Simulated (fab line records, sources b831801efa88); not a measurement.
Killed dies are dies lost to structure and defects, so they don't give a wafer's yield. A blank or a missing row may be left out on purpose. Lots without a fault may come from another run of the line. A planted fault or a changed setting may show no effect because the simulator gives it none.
Chamber matching | flow gf180mcu | GF_V5_CMP_04 on cmp-02: 4 sister chambers
The step polishes SiO2. 18 wafers are shown with their chamber, then 9 later ones without.

WAFERS WITH THEIR CHAMBER
wafer  | chamber | motor_current_A (A) | edge_zone_pressure_frac | retaining_ring_pressure_frac
L318.1 | 3       | 11.4                | 0.996                   | 1.001
L318.2 | 1       | 10.3                | 1.005                   | 1.005
L318.4 | 2       | 12.0                | 0.995                   | 1.003
L319.1 | 2       | 12.0                | 1.007                   | 1.006
L319.4 | 3       | 11.2                | 1.008                   | 1.004
L319.6 | 0       | 12.1                | 0.998                   | 1.004
L321.1 | 0       | 10.7                | 1.003                   | 1.001
L321.2 | 3       | 10.9                | 0.999                   | 0.997
L321.4 | 2       | 12.3                | 1.002                   | 0.998
L331.4 | 1       | 10.3                | 1.000                   | 1.000
L331.5 | 3       | 11.1                | 1.007                   | 1.002
L331.6 | 2       | 13.0                | 0.996                   | 1.004
L332.1 | 0       | 11.8                | 1.002                   | 0.996
L332.3 | 2       | 12.2                | 1.003                   | 0.988
L332.4 | 3       | 11.2                | 1.005                   | 1.001
L333.1 | 3       | 12.0                | 0.998                   | 1.005
L333.2 | 0       | 11.6                | 1.006                   | 1.001
L333.4 | 2       | 12.1                | 0.991                   | 1.000

SIGNATURES (means of the wafers above)
reading                      | chamber 0 | chamber 1 | chamber 2 | chamber 3 | scatter within a chamber
motor_current_A              | 11.550    | 10.300    | 12.267    | 11.300    | 0.425
edge_zone_pressure_frac      | 1.00225   | 1.00250   | 0.99900   | 1.00217   | 0.00503
retaining_ring_pressure_frac | 1.00050   | 1.00250   | 0.99983   | 1.00167   | 0.00458
Rule: a wafer's distance from a chamber is the root of the sum, over the readings, of the square of ((its reading less the chamber's mean) divided by the reading's scatter). The wafer belongs to the nearest chamber; if the next one is less than 2 further off, it can't be placed. The scatter: the root of (the sum of the squares of (reading less its chamber's mean) over the shown wafers, divided by (wafers less chambers)).

WAFERS WITHOUT THEIR CHAMBER
wafer  | motor_current_A (A) | edge_zone_pressure_frac | retaining_ring_pressure_frac
L335.3 | 12.1                | 0.999                   | 0.995
L335.5 | 12.1                | 1.003                   | 0.994
L335.6 | 10.8                | 0.995                   | 1.000
L337.1 | 11.1                | 1.002                   | 1.002
L337.2 | 11.6                | 1.000                   | 0.999
L337.4 | 10.5                | 0.992                   | 1.000
L341.1 | 11.7                | 1.001                   | 1.008
L341.3 | 11.0                | 1.002                   | 0.993
L341.4 | 12.1                | 0.995                   | 0.999

WHICH CHAMBER EACH WENT THROUGH
wafer  | from the rows above               | in truth
L335.3 | can't be placed: 2 or 0 or 3      | 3
L335.5 | can't be placed: 2 or 0 or 3      | 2
L335.6 | can't be placed: 3 or 1 or 0 or 2 | 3
L337.1 | can't be placed: 3 or 0 or 1      | 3
L337.2 | can't be placed: 0 or 3 or 2      | 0
L337.4 | can't be placed: 1 or 3 or 0      | 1
L341.1 | can't be placed: 3 or 0 or 2 or 1 | 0
L341.3 | can't be placed: 3 or 0 or 1 or 2 | 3
L341.4 | can't be placed: 2 or 0 or 3      | 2
Placed correctly: 0 of 9. Can't be placed from these rows: 9 (the true chamber is among the candidates in 9). Placed wrongly: 0.
